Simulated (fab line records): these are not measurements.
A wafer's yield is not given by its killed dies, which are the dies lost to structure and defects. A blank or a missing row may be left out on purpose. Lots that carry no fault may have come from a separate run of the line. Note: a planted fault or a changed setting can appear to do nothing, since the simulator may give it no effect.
A struck lot beside a sound one :: flow sky130 :: 18 steps out of a route of 708
Sound: wafers L882.1, L882.4, L882.5. Wafers struck: L890.2, L890.3, L890.6. The cause is given at the end.
Each step with rows lists, per side, the tool, then ch with its chambers, then its first start. Under that, the readings that differ: sound wafers :: struck wafers :: difference of the means :: sigmas: that difference in standard deviations of wafers without a fault.
alike: a reading whose means differ by less than 2 such deviations, as well as words and numbers matching on both sides. not compared: withheld readings; readings where some wafer has no value; bounds like >300 that might hide an equal value; numbers whose values overlap and for which the record gives no deviation.
A row with sigmas, a row that says differs or no value, or rows on one side alone: a step with any of these is where the two part. Non-overlapping numbers with no deviation appear without sigmas and do not part them. A reading missing from all wafers of one side parts the sides only when that side holds two or more wafers.

first, 3 steps without rows for these wafers: SKY_VT_ADJUST_HVTR_EXPOSE_04 (exposes mask HVTRM, target cd 380 nm); SKY_VT_ADJUST_HVTR_PEB_05; SKY_VT_ADJUST_HVTR_DEVELOP_06 (develop time 60 s).
SKY_VT_ADJUST_HVTR_CD_MEAS_07: the cd target is 380 nm.
  sound: cd_sem-02 at day 11 22:27; struck: cd_sem-02 at day 13 19:58
  alike: cd_nm
SKY_VT_ADJUST_HVTR_OVL_MEAS_08:
  sound: overlay-01 at day 11 22:34; struck: overlay-02 at day 13 20:04
  alike: VT_ADJUST_HVTR_OVL
next, for these wafers, 1 step has no rows: SKY_VT_ADJUST_HVTR_IMPLANT_09.
SKY_VT_ADJUST_HVTR_STRIP_10: strips in O2/N2.
  sound on plasma_asher-03 ch 0,1, day 11 22:46; struck on plasma_asher-03 ch 0,1, day 13 20:15
  alike: drypump_motor_current_A, oes_product_au, strip_time_to_endpoint_s
  not compared: rf_hours_counter_h
SKY_VT_ADJUST_HVTR_TW_MEAS_11:
  sound: film_metro-01 at day 11 22:52; struck: film_metro-04 at day 13 20:22
  alike: VT_ADJUST_HVTR_TW
then, 4 steps without rows for these wafers: SKY_VT_ADJUST_PCH_DEHYDRATE_00 (time 60 s); SKY_VT_ADJUST_PCH_HMDS_01 (prime time 60 s); SKY_VT_ADJUST_PCH_COAT_02 (resist thk 3000 nm); SKY_VT_ADJUST_PCH_SOFTBAKE_03.
SKY_VT_ADJUST_PCH_EXPOSE_04: exposes mask NWM, target cd 840 nm.
  sound on iline_stepper-01 ch 0, day 12 10:39; struck on iline_stepper-01 ch 0, day 14 08:10
reading: model.VT_ADJUST_PCH.overlay_x_nm (nm)
sound: -0.5913 -0.5913 -0.5913
struck: 72.64 72.64 72.64
difference: +73.23
sigmas: 
  alike: mask, exposure_dose_mJ_cm2, focus_offset_nm
then, 2 steps without rows for these wafers: SKY_VT_ADJUST_PCH_PEB_05; SKY_VT_ADJUST_PCH_DEVELOP_06 (develop time 60 s).
SKY_VT_ADJUST_PCH_OVL_MEAS_07:
  sound: overlay-01 at day 12 23:23; struck: overlay-01 at day 14 20:33
reading: VT_ADJUST_PCH_OVL (nm)
sound: -1.2 -1.1 -3.0
struck: 71.8 71.5 73.6
difference: +74.1
sigmas: +57
next, for these wafers, 1 step has no rows: SKY_VT_ADJUST_PCH_IMPLANT_08.
-- here the record skips 34 days between the struck wafers' starts before and after, leaving off in module VT_ADJUST_PCH and picking up in module PAD_OPEN (first step shown: number 708 of the route) --
SKY_PAD_OPEN_PROBE_99:
  sound: prober-02 at day 47 14:38; struck: prober-02 at day 48 22:23
  alike: killed_at_M0_to_M3, killed_at_M4_up, killed_at_contacts, killed_at_front_end, killed_at_other, killed_dies, killed_open, killed_short

== WHERE THEY PART ==
Within this record, at SKY_VT_ADJUST_PCH_OVL_MEAS_07 only. Later steps at which nothing parts them and some readings are alike: SKY_PAD_OPEN_PROBE_99.

WHY: whatever the simulator had introduced
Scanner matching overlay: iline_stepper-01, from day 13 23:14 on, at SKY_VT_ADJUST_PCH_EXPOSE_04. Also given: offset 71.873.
